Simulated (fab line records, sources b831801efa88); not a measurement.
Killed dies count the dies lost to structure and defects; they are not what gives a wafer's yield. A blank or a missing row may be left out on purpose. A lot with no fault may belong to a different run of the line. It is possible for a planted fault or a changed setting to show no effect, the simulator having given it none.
fab line records / flow sky130
record: lots: 11 wafers: 33 lastDay: 50
route steps=708 shown FIELD_ISO@31 PWDE@54 SD_P@359 LI_CONTACT@381
lots untouched by any fault: they come from a run of this same line in which no faults occurred
startH: start of the lot's first displayed wafer, in hours after the record's first day / waitH: time in hours since the lot's previous step / " identical to the entry in the row above / L1.1+2: one row covering several wafers at once / - no value, or no start given / * or withheld: withheld / < > ~ a bound
route shown NAME@n: NAME is a module with steps in the file, n the number in the route of the first one / usual: mean/standard deviation of fault-free wafers / same: alike in all rows / chamber/n: place in a boat / sites: readings site by site / _std_site: the standard deviation of these / _edge_site: mean of outer sites minus mean of inner sites / radiusMm: for every site, how far away it sits from the centre of the wafer / mask NAME#n: copy n / behind: the most recent tool/chamber to have shaped the wafer / hold: why the lot was held/for how many hours/how that ended / device: transistor that didn't switch, given as n, p or np / end of line: tests of these same wafers at the route's end / a step without rows: its recipe alone / killed: the dies lost at the first sort to structure and to defects; this is not the yield of the wafer / map: dies across one wafer; x = killed, . = not, _ = none there
set.NAME: the run value of the setting; set.NAME@STEP: its run value at that earlier step / model.NAME: the simulator's own value behind a step, which no gauge read
route steps across a sampled set of lots; one table per step, one row per wafer
services: when a tool's chamber went out of use (startH, in hours from the record's first day, below 0 if earlier), for how many hours, and the reason
== steps ==
step: SKY_FIELD_ISO_WET_ETCH_30
recipe: chemistry: dHF targetDepthNm: 25 target: SiO2 dilution: 10:1 tempC: 25 timeS: 50
usual: bathHeatDutyPct: 6.4/0.81 tempC: 25.01/0.1
same: timeS: 50
lot.wafer=L825.1 tool=wetBench-03 chamber=2 startH=36.21 waitH=0.0 bathHeatDutyPct=6.8 tempC=24.84
lot.wafer=L825.2 tool=wetBench-03 chamber=2 startH=36.21 waitH=0.0 bathHeatDutyPct=7.1 tempC=25.07
lot.wafer=L825.5 tool=wetBench-03 chamber=2 startH=36.21 waitH=0.0 bathHeatDutyPct=7.5 tempC=25.00
lot.wafer=L826.2 tool=wetBench-02 chamber=0 startH=41.86 waitH=0.0 bathHeatDutyPct=7.3 tempC=25.08
lot.wafer=L826.3 tool=wetBench-02 chamber=0 startH=41.86 waitH=0.0 bathHeatDutyPct=6.2 tempC=25.06
lot.wafer=L826.5 tool=wetBench-02 chamber=0 startH=41.86 waitH=0.0 bathHeatDutyPct=6.5 tempC=24.94
lot.wafer=L831.2 tool=wetBench-02 chamber=1 startH=66.25 waitH=0.0 bathHeatDutyPct=0 tempC=15.11
lot.wafer=L831.3 tool=wetBench-02 chamber=1 startH=66.25 waitH=0.0 bathHeatDutyPct=0 tempC=15.01
lot.wafer=L831.4 tool=wetBench-02 chamber=1 startH=66.25 waitH=0.0 bathHeatDutyPct=0 tempC=15.10
lot.wafer=L836.1 tool=wetBench-02 chamber=3 startH=93.26 waitH=0.0 bathHeatDutyPct=0 tempC=15.04
lot.wafer=L836.4 tool=wetBench-02 chamber=3 startH=93.26 waitH=0.0 bathHeatDutyPct=0 tempC=15.04
lot.wafer=L836.5 tool=wetBench-02 chamber=3 startH=93.26 waitH=0.0 bathHeatDutyPct=0 tempC=15.18
lot.wafer=L837.2 tool=wetBench-03 chamber=2 startH=98.93 waitH=0.0 bathHeatDutyPct=7.1 tempC=25.02
lot.wafer=L837.5 tool=wetBench-03 chamber=2 startH=98.93 waitH=0.0 bathHeatDutyPct=7.4 tempC=24.89
lot.wafer=L837.6 tool=wetBench-03 chamber=2 startH=98.93 waitH=0.0 bathHeatDutyPct=7.6 tempC=24.95
lot.wafer=L838.3 tool=wetBench-03 chamber=3 startH=103.13 waitH=0.0 bathHeatDutyPct=5.6 tempC=25.01
lot.wafer=L838.5 tool=wetBench-03 chamber=3 startH=103.13 waitH=0.0 bathHeatDutyPct=5.5 tempC=25.10
lot.wafer=L838.6 tool=wetBench-03 chamber=3 startH=103.13 waitH=0.0 bathHeatDutyPct=5.9 tempC=25.23
lot.wafer=L842.1 tool=wetBench-03 chamber=2 startH=124.02 waitH=0.0 bathHeatDutyPct=7.0 tempC=24.95
lot.wafer=L842.2 tool=wetBench-03 chamber=2 startH=124.02 waitH=0.0 bathHeatDutyPct=6.9 tempC=24.91
lot.wafer=L842.3 tool=wetBench-03 chamber=2 startH=124.02 waitH=0.0 bathHeatDutyPct=7.2 tempC=25.02
lot.wafer=L843.1 tool=wetBench-03 chamber=1 startH=127.78 waitH=0.0 bathHeatDutyPct=4.9 tempC=25.06
lot.wafer=L843.3 tool=wetBench-03 chamber=1 startH=127.78 waitH=0.0 bathHeatDutyPct=4.8 tempC=24.97
lot.wafer=L843.4 tool=wetBench-03 chamber=1 startH=127.78 waitH=0.0 bathHeatDutyPct=5.4 tempC=25.13
lot.wafer=L845.2 tool=wetBench-04 chamber=3 startH=139.03 waitH=0.0 bathHeatDutyPct=7.0 tempC=24.98
lot.wafer=L845.3 tool=wetBench-04 chamber=3 startH=139.03 waitH=0.0 bathHeatDutyPct=7.1 tempC=25.02
lot.wafer=L845.5 tool=wetBench-04 chamber=3 startH=139.03 waitH=0.0 bathHeatDutyPct=6.8 tempC=24.92
lot.wafer=L847.1 tool=wetBench-03 chamber=1 startH=151.74 waitH=0.0 bathHeatDutyPct=5.9 tempC=25.01
lot.wafer=L847.3 tool=wetBench-03 chamber=1 startH=151.74 waitH=0.0 bathHeatDutyPct=5.0 tempC=24.94
lot.wafer=L847.5 tool=wetBench-03 chamber=1 startH=151.74 waitH=0.0 bathHeatDutyPct=4.6 tempC=25.03
lot.wafer=L848.1 tool=wetBench-02 chamber=1 startH=158.01 waitH=0.0 bathHeatDutyPct=6.4 tempC=25.07
lot.wafer=L848.4 tool=wetBench-02 chamber=1 startH=158.01 waitH=0.0 bathHeatDutyPct=7.8 tempC=25.15
lot.wafer=L848.6 tool=wetBench-02 chamber=1 startH=158.01 waitH=0.0 bathHeatDutyPct=7.3 tempC=25.21
step: SKY_PWDE_STRIP_09
recipe: chemistry: O2/N2 powerW: 1400 pressureMtorr: 1500 platenTempC: withheld o2FlowSccm: 3000 n2FlowSccm: 300 overashFraction: 0.5
usual: drypumpMotorCurrentA: 5.68/0.18 oesProductAu: 0.722/0.0049 stripTimeToEndpointS: 36.97/0.13
lot.wafer=L825.1 tool=plasmaAsher-02 chamber=0 startH=68.77 waitH=0.1 drypumpMotorCurrentA=5.65 oesProductAu=0.729 rfHoursCounterH=37 stripTimeToEndpointS=36.75
lot.wafer=L825.2 tool=plasmaAsher-02 chamber=1 startH=68.77 waitH=0.1 drypumpMotorCurrentA=5.62 oesProductAu=0.722 rfHoursCounterH=37 stripTimeToEndpointS=36.64
lot.wafer=L825.5 tool=plasmaAsher-02 chamber=0 startH=68.77 waitH=0.1 drypumpMotorCurrentA=5.66 oesProductAu=0.713 rfHoursCounterH=- stripTimeToEndpointS=36.84
lot.wafer=L826.2 tool=plasmaAsher-01 chamber=1 startH=76.47 waitH=0.1 drypumpMotorCurrentA=5.45 oesProductAu=0.721 rfHoursCounterH=39 stripTimeToEndpointS=36.88
lot.wafer=L826.3 tool=plasmaAsher-01 chamber=0 startH=76.47 waitH=0.1 drypumpMotorCurrentA=5.93 oesProductAu=0.722 rfHoursCounterH=- stripTimeToEndpointS=37.03
lot.wafer=L826.5 tool=plasmaAsher-01 chamber=0 startH=76.47 waitH=0.1 drypumpMotorCurrentA=5.96 oesProductAu=0.718 rfHoursCounterH=- stripTimeToEndpointS=37.14
lot.wafer=L831.2 tool=plasmaAsher-03 chamber=0 startH=101.27 waitH=0.1 drypumpMotorCurrentA=5.54 oesProductAu=0.720 rfHoursCounterH=42 stripTimeToEndpointS=36.85
lot.wafer=L831.3 tool=plasmaAsher-03 chamber=1 startH=101.27 waitH=0.1 drypumpMotorCurrentA=5.90 oesProductAu=0.724 rfHoursCounterH=- stripTimeToEndpointS=36.90
lot.wafer=L831.4 tool=plasmaAsher-03 chamber=0 startH=101.27 waitH=0.1 drypumpMotorCurrentA=5.55 oesProductAu=0.719 rfHoursCounterH=- stripTimeToEndpointS=36.88
lot.wafer=L836.1 tool=plasmaAsher-03 chamber=0 startH=131.47 waitH=0.1 drypumpMotorCurrentA=5.54 oesProductAu=0.725 rfHoursCounterH=46 stripTimeToEndpointS=36.96
lot.wafer=L836.4 tool=plasmaAsher-03 chamber=0 startH=131.47 waitH=0.1 drypumpMotorCurrentA=5.54 oesProductAu=0.723 rfHoursCounterH=- stripTimeToEndpointS=37.07
lot.wafer=L836.5 tool=plasmaAsher-03 chamber=1 startH=131.47 waitH=0.1 drypumpMotorCurrentA=5.89 oesProductAu=0.722 rfHoursCounterH=- stripTimeToEndpointS=36.93
lot.wafer=L837.2 tool=plasmaAsher-02 chamber=1 startH=137.90 waitH=0.1 drypumpMotorCurrentA=5.63 oesProductAu=0.724 rfHoursCounterH=2 stripTimeToEndpointS=36.95
lot.wafer=L837.5 tool=plasmaAsher-02 chamber=1 startH=137.90 waitH=0.1 drypumpMotorCurrentA=5.64 oesProductAu=0.728 rfHoursCounterH=- stripTimeToEndpointS=36.92
lot.wafer=L837.6 tool=plasmaAsher-02 chamber=0 startH=137.90 waitH=0.1 drypumpMotorCurrentA=5.65 oesProductAu=0.726 rfHoursCounterH=- stripTimeToEndpointS=36.83
lot.wafer=L838.3 tool=plasmaAsher-02 chamber=0 startH=141.40 waitH=0.1 drypumpMotorCurrentA=5.66 oesProductAu=0.715 rfHoursCounterH=- stripTimeToEndpointS=37.02
lot.wafer=L838.5 tool=plasmaAsher-02 chamber=1 startH=141.40 waitH=0.1 drypumpMotorCurrentA=5.60 oesProductAu=0.725 rfHoursCounterH=- stripTimeToEndpointS=36.93
lot.wafer=L838.6 tool=plasmaAsher-02 chamber=0 startH=141.40 waitH=0.1 drypumpMotorCurrentA=5.67 oesProductAu=0.722 rfHoursCounterH=- stripTimeToEndpointS=36.94
lot.wafer=L842.1 tool=plasmaAsher-02 chamber=0 startH=165.47 waitH=0.1 drypumpMotorCurrentA=5.66 oesProductAu=0.717 rfHoursCounterH=5 stripTimeToEndpointS=36.80
lot.wafer=L842.2 tool=plasmaAsher-02 chamber=1 startH=165.47 waitH=0.1 drypumpMotorCurrentA=5.60 oesProductAu=0.718 rfHoursCounterH=5 stripTimeToEndpointS=36.80
lot.wafer=L842.3 tool=plasmaAsher-02 chamber=1 startH=165.47 waitH=0.1 drypumpMotorCurrentA=5.62 oesProductAu=0.710 rfHoursCounterH=- stripTimeToEndpointS=36.80
lot.wafer=L843.1 tool=plasmaAsher-02 chamber=0 startH=169.22 waitH=0.1 drypumpMotorCurrentA=5.66 oesProductAu=0.732 rfHoursCounterH=5 stripTimeToEndpointS=37.07
lot.wafer=L843.3 tool=plasmaAsher-02 chamber=0 startH=169.22 waitH=0.1 drypumpMotorCurrentA=5.68 oesProductAu=0.724 rfHoursCounterH=- stripTimeToEndpointS=36.98
lot.wafer=L843.4 tool=plasmaAsher-02 chamber=1 startH=169.22 waitH=0.1 drypumpMotorCurrentA=5.62 oesProductAu=0.728 rfHoursCounterH=- stripTimeToEndpointS=37.01
lot.wafer=L845.2 tool=plasmaAsher-01 chamber=0 startH=179.70 waitH=0.1 drypumpMotorCurrentA=5.94 oesProductAu=0.721 rfHoursCounterH=49 stripTimeToEndpointS=36.97
lot.wafer=L845.3 tool=plasmaAsher-01 chamber=0 startH=179.70 waitH=0.1 drypumpMotorCurrentA=5.95 oesProductAu=0.713 rfHoursCounterH=- stripTimeToEndpointS=36.95
lot.wafer=L845.5 tool=plasmaAsher-01 chamber=1 startH=179.70 waitH=0.1 drypumpMotorCurrentA=5.44 oesProductAu=0.731 rfHoursCounterH=- stripTimeToEndpointS=36.82
lot.wafer=L847.1 tool=plasmaAsher-03 chamber=0 startH=192.37 waitH=0.1 drypumpMotorCurrentA=5.52 oesProductAu=0.716 rfHoursCounterH=51 stripTimeToEndpointS=36.96
lot.wafer=L847.3 tool=plasmaAsher-03 chamber=1 startH=192.37 waitH=0.1 drypumpMotorCurrentA=5.93 oesProductAu=0.720 rfHoursCounterH=- stripTimeToEndpointS=37.02
lot.wafer=L847.5 tool=plasmaAsher-03 chamber=0 startH=192.37 waitH=0.1 drypumpMotorCurrentA=5.51 oesProductAu=0.721 rfHoursCounterH=- stripTimeToEndpointS=36.96
lot.wafer=L848.1 tool=plasmaAsher-03 chamber=0 startH=201.47 waitH=0.1 drypumpMotorCurrentA=5.54 oesProductAu=0.723 rfHoursCounterH=52 stripTimeToEndpointS=36.87
lot.wafer=L848.4 tool=plasmaAsher-03 chamber=1 startH=201.47 waitH=0.1 drypumpMotorCurrentA=5.87 oesProductAu=0.730 rfHoursCounterH=- stripTimeToEndpointS=37.05
lot.wafer=L848.6 tool=plasmaAsher-03 chamber=1 startH=201.47 waitH=0.1 drypumpMotorCurrentA=5.91 oesProductAu=0.721 rfHoursCounterH=- stripTimeToEndpointS=36.91
step: SKY_SD_N_RS_MEAS_17
recipe: thkMeasGauge: four-point-probe
usual: SD_P_RS: 147.1/0.39
lot.wafer=L825.1 tool=filmMetro-02 chamber=- startH=634.74 waitH=0.1 SD_P_RS[ohm/sq]=147.6
lot.wafer=L825.2 tool=filmMetro-02 chamber=- startH=634.74 waitH=0.1 SD_P_RS[ohm/sq]=147.2
lot.wafer=L825.5 tool=filmMetro-02 chamber=- startH=634.74 waitH=0.1 SD_P_RS[ohm/sq]=147.2
lot.wafer=L826.2 tool=filmMetro-02 chamber=- startH=646.51 waitH=0.1 SD_P_RS[ohm/sq]=146.9
lot.wafer=L826.3 tool=filmMetro-02 chamber=- startH=646.51 waitH=0.1 SD_P_RS[ohm/sq]=147.3
lot.wafer=L826.5 tool=filmMetro-02 chamber=- startH=646.51 waitH=0.1 SD_P_RS[ohm/sq]=147.3
lot.wafer=L831.2 tool=filmMetro-03 chamber=- startH=691.37 waitH=0.1 SD_P_RS[ohm/sq]=147.4
lot.wafer=L831.3 tool=filmMetro-03 chamber=- startH=691.37 waitH=0.1 SD_P_RS[ohm/sq]=146.9
lot.wafer=L831.4 tool=filmMetro-03 chamber=- startH=691.37 waitH=0.1 SD_P_RS[ohm/sq]=147.4
lot.wafer=L836.1 tool=filmMetro-02 chamber=- startH=733.70 waitH=0.1 SD_P_RS[ohm/sq]=147.2
lot.wafer=L836.4 tool=filmMetro-02 chamber=- startH=733.70 waitH=0.1 SD_P_RS[ohm/sq]=147.4
lot.wafer=L836.5 tool=filmMetro-02 chamber=- startH=733.70 waitH=0.1 SD_P_RS[ohm/sq]=147.0
lot.wafer=L837.2 tool=filmMetro-01 chamber=- startH=742.15 waitH=0.1 SD_P_RS[ohm/sq]=146.8
lot.wafer=L837.5 tool=filmMetro-01 chamber=- startH=742.15 waitH=0.1 SD_P_RS[ohm/sq]=146.9
lot.wafer=L837.6 tool=filmMetro-01 chamber=- startH=742.15 waitH=0.1 SD_P_RS[ohm/sq]=147.0
lot.wafer=L838.3 tool=filmMetro-01 chamber=- startH=743.26 waitH=0.1 SD_P_RS[ohm/sq]=146.9
lot.wafer=L838.5 tool=filmMetro-01 chamber=- startH=743.26 waitH=0.1 SD_P_RS[ohm/sq]=147.1
lot.wafer=L838.6 tool=filmMetro-01 chamber=- startH=743.26 waitH=0.1 SD_P_RS[ohm/sq]=147.1
lot.wafer=L842.1 tool=filmMetro-02 chamber=- startH=783.13 waitH=0.1 SD_P_RS[ohm/sq]=147.3
lot.wafer=L842.2 tool=filmMetro-02 chamber=- startH=783.13 waitH=0.1 SD_P_RS[ohm/sq]=147.2
lot.wafer=L842.3 tool=filmMetro-02 chamber=- startH=783.13 waitH=0.1 SD_P_RS[ohm/sq]=146.8
lot.wafer=L843.1 tool=filmMetro-01 chamber=- startH=783.43 waitH=0.1 SD_P_RS[ohm/sq]=147.4
lot.wafer=L843.3 tool=filmMetro-01 chamber=- startH=783.43 waitH=0.1 SD_P_RS[ohm/sq]=147.6
lot.wafer=L843.4 tool=filmMetro-01 chamber=- startH=783.43 waitH=0.1 SD_P_RS[ohm/sq]=147.7
lot.wafer=L845.2 tool=filmMetro-03 chamber=- startH=803.57 waitH=0.1 SD_P_RS[ohm/sq]=145.9
lot.wafer=L845.3 tool=filmMetro-03 chamber=- startH=803.57 waitH=0.1 SD_P_RS[ohm/sq]=146.8
lot.wafer=L845.5 tool=filmMetro-03 chamber=- startH=803.57 waitH=0.1 SD_P_RS[ohm/sq]=146.5
lot.wafer=L847.1 tool=filmMetro-01 chamber=- startH=811.50 waitH=0.1 SD_P_RS[ohm/sq]=146.7
lot.wafer=L847.3 tool=filmMetro-01 chamber=- startH=811.50 waitH=0.1 SD_P_RS[ohm/sq]=146.8
lot.wafer=L847.5 tool=filmMetro-01 chamber=- startH=811.50 waitH=0.1 SD_P_RS[ohm/sq]=146.0
lot.wafer=L848.1 tool=filmMetro-03 chamber=- startH=827.14 waitH=0.1 SD_P_RS[ohm/sq]=146.4
lot.wafer=L848.4 tool=filmMetro-03 chamber=- startH=827.14 waitH=0.1 SD_P_RS[ohm/sq]=146.8
lot.wafer=L848.6 tool=filmMetro-03 chamber=- startH=827.14 waitH=0.1 SD_P_RS[ohm/sq]=146.7
step: SKY_LI_CONTACT_SPUTTER_19
recipe: material: Ti targetThkNm: 20 chamberPressurePa: 5 powerW: 2500 substrateTempC: 200 timeS: 106.37
usual: cathodeDcPowerW: 2500.1/0.43 throttleValvePct: 30.2/1.3
same: timeS: 106.37
lot.wafer=L825.1 tool=pvdSputter-03 chamber=- startH=664.47 waitH=0.0 cathodeDcPowerW=2499.6 throttleValvePct=30.6
lot.wafer=L825.2 tool=pvdSputter-03 chamber=- startH=664.47 waitH=0.0 cathodeDcPowerW=2500.5 throttleValvePct=32.2
lot.wafer=L825.5 tool=pvdSputter-03 chamber=- startH=664.47 waitH=0.0 cathodeDcPowerW=2500.5 throttleValvePct=28.6
lot.wafer=L826.2 tool=pvdSputter-01 chamber=- startH=676.61 waitH=0.0 cathodeDcPowerW=2500.6 throttleValvePct=31.2
lot.wafer=L826.3 tool=pvdSputter-01 chamber=- startH=676.61 waitH=0.0 cathodeDcPowerW=2500.5 throttleValvePct=30.3
lot.wafer=L826.5 tool=pvdSputter-01 chamber=- startH=676.61 waitH=0.0 cathodeDcPowerW=2500.1 throttleValvePct=30.9
lot.wafer=L831.2 tool=pvdSputter-03 chamber=- startH=720.44 waitH=0.0 cathodeDcPowerW=2500.2 throttleValvePct=30.7
lot.wafer=L831.3 tool=pvdSputter-03 chamber=- startH=720.44 waitH=0.0 cathodeDcPowerW=2500.0 throttleValvePct=31.9
lot.wafer=L831.4 tool=pvdSputter-03 chamber=- startH=720.44 waitH=0.0 cathodeDcPowerW=2499.9 throttleValvePct=28.2
lot.wafer=L836.1 tool=pvdSputter-02 chamber=- startH=761.96 waitH=0.0 cathodeDcPowerW=2500.1 throttleValvePct=31.6
lot.wafer=L836.4 tool=pvdSputter-02 chamber=- startH=761.96 waitH=0.0 cathodeDcPowerW=2499.2 throttleValvePct=28.3
lot.wafer=L836.5 tool=pvdSputter-02 chamber=- startH=761.96 waitH=0.0 cathodeDcPowerW=2499.3 throttleValvePct=28.2
lot.wafer=L837.2 tool=pvdSputter-02 chamber=- startH=770.11 waitH=0.0 cathodeDcPowerW=2500.1 throttleValvePct=28.3
lot.wafer=L837.5 tool=pvdSputter-02 chamber=- startH=770.11 waitH=0.0 cathodeDcPowerW=2500.1 throttleValvePct=28.8
lot.wafer=L837.6 tool=pvdSputter-02 chamber=- startH=770.11 waitH=0.0 cathodeDcPowerW=2500.7 throttleValvePct=29.3
lot.wafer=L838.3 tool=pvdSputter-03 chamber=- startH=771.73 waitH=0.0 cathodeDcPowerW=2499.5 throttleValvePct=32.5
lot.wafer=L838.5 tool=pvdSputter-03 chamber=- startH=771.73 waitH=0.0 cathodeDcPowerW=2500.1 throttleValvePct=32.2
lot.wafer=L838.6 tool=pvdSputter-03 chamber=- startH=771.73 waitH=0.0 cathodeDcPowerW=2500.4 throttleValvePct=30.8
lot.wafer=L842.1 tool=pvdSputter-03 chamber=- startH=810.86 waitH=0.0 cathodeDcPowerW=2499.9 throttleValvePct=28.3
lot.wafer=L842.2 tool=pvdSputter-03 chamber=- startH=810.86 waitH=0.0 cathodeDcPowerW=2499.5 throttleValvePct=32.2
lot.wafer=L842.3 tool=pvdSputter-03 chamber=- startH=810.86 waitH=0.0 cathodeDcPowerW=2500.3 throttleValvePct=30.9
lot.wafer=L843.1 tool=pvdSputter-01 chamber=- startH=811.46 waitH=0.0 cathodeDcPowerW=2499.4 throttleValvePct=29.1
lot.wafer=L843.3 tool=pvdSputter-01 chamber=- startH=811.46 waitH=0.0 cathodeDcPowerW=2499.9 throttleValvePct=30.3
lot.wafer=L843.4 tool=pvdSputter-01 chamber=- startH=811.46 waitH=0.0 cathodeDcPowerW=2499.7 throttleValvePct=31.2
lot.wafer=L845.2 tool=pvdSputter-02 chamber=- startH=831.59 waitH=0.0 cathodeDcPowerW=2500.3 throttleValvePct=31.5
lot.wafer=L845.3 tool=pvdSputter-02 chamber=- startH=831.59 waitH=0.0 cathodeDcPowerW=2500.2 throttleValvePct=29.2
lot.wafer=L845.5 tool=pvdSputter-02 chamber=- startH=831.59 waitH=0.0 cathodeDcPowerW=2500.3 throttleValvePct=28.8
lot.wafer=L847.1 tool=pvdSputter-02 chamber=- startH=839.37 waitH=0.0 cathodeDcPowerW=2500.6 throttleValvePct=28.9
lot.wafer=L847.3 tool=pvdSputter-02 chamber=- startH=839.37 waitH=0.0 cathodeDcPowerW=2500.2 throttleValvePct=29.1
lot.wafer=L847.5 tool=pvdSputter-02 chamber=- startH=839.37 waitH=0.0 cathodeDcPowerW=2500.6 throttleValvePct=29.1
lot.wafer=L848.1 tool=pvdSputter-03 chamber=- startH=854.84 waitH=0.0 cathodeDcPowerW=2499.6 throttleValvePct=31.0
lot.wafer=L848.4 tool=pvdSputter-03 chamber=- startH=854.84 waitH=0.0 cathodeDcPowerW=2500.5 throttleValvePct=30.6
lot.wafer=L848.6 tool=pvdSputter-03 chamber=- startH=854.84 waitH=0.0 cathodeDcPowerW=2499.9 throttleValvePct=32.4
== services ==
tool=wetBench-02 chamber=- startH=70.86 hours=0.5 kind=repair
tool=plasmaAsher-02 chamber=- startH=108.75 hours=9.0 kind=pm
tool=pvdSputter-02 chamber=- startH=112.87 hours=3.6 kind=repair
tool=pvdSputter-02 chamber=- startH=174.71 hours=0.7 kind=repair
tool=wetBench-02 chamber=- startH=204.65 hours=7.7 kind=repair
tool=pvdSputter-02 chamber=- startH=227.55 hours=3.0 kind=repair
tool=pvdSputter-03 chamber=- startH=261.60 hours=6.4 kind=repair
tool=wetBench-03 chamber=- startH=293.98 hours=0.6 kind=repair
tool=pvdSputter-03 chamber=- startH=307.13 hours=2.2 kind=repair
tool=plasmaAsher-03 chamber=- startH=313.40 hours=1.9 kind=repair
tool=pvdSputter-03 chamber=- startH=365.96 hours=1.1 kind=repair
tool=plasmaAsher-02 chamber=- startH=376.84 hours=2.1 kind=repair
tool=pvdSputter-02 chamber=- startH=385.77 hours=1.3 kind=repair
tool=pvdSputter-03 chamber=- startH=476.05 hours=11.8 kind=repair
tool=pvdSputter-03 chamber=- startH=484.26 hours=3.0 kind=repair
tool=pvdSputter-03 chamber=- startH=575.18 hours=0.5 kind=repair
tool=pvdSputter-03 chamber=- startH=621.05 hours=2.6 kind=repair
tool=pvdSputter-03 chamber=- startH=631.68 hours=4.4 kind=repair
tool=pvdSputter-03 chamber=- startH=642.36 hours=8.7 kind=repair
tool=plasmaAsher-02 chamber=- startH=657.41 hours=2.8 kind=pm
tool=pvdSputter-03 chamber=- startH=678.75 hours=2.7 kind=repair
tool=pvdSputter-03 chamber=- startH=732.93 hours=1.7 kind=repair
tool=wetBench-03 chamber=- startH=733.25 hours=7.2 kind=repair
tool=pvdSputter-03 chamber=- startH=838.27 hours=1.9 kind=repair
== key ==
firstSign: step: SKY_FIELD_ISO_WET_ETCH_30 reading: tempC direction: down sigmas: 99 usual: * struck: *
effect: step: SKY_FIELD_ISO_WET_ETCH_30 reading: bathHeatDutyPct direction: down sigmas: 8 usual: 6.4 struck: 0
metAt SKY_FIELD_ISO_WET_ETCH_30
struckLots L831,L836
testerLeftOut L831,L836
notActingAt SKY_PWDE_STRIP_09,SKY_SD_N_RS_MEAS_17,SKY_LI_CONTACT_SPUTTER_19
onsetBetween 41.86 66.25
fault: kind: processParameterDrift tool: wetBench-02 chamber: - onsetH: 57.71 steps: SKY_FIELD_ISO_WET_ETCH_30 channel: tempC offset: * shape: step endH: 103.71 actsIn: * stated: *
testerLeftOut: of these lots the tester's yield and bins aren't shown, on N5 and GAA mostly nor the transistor test; their killed dies are dies lost to structure and defects alone, not to doping, threshold or leakage, so they don't give the yield
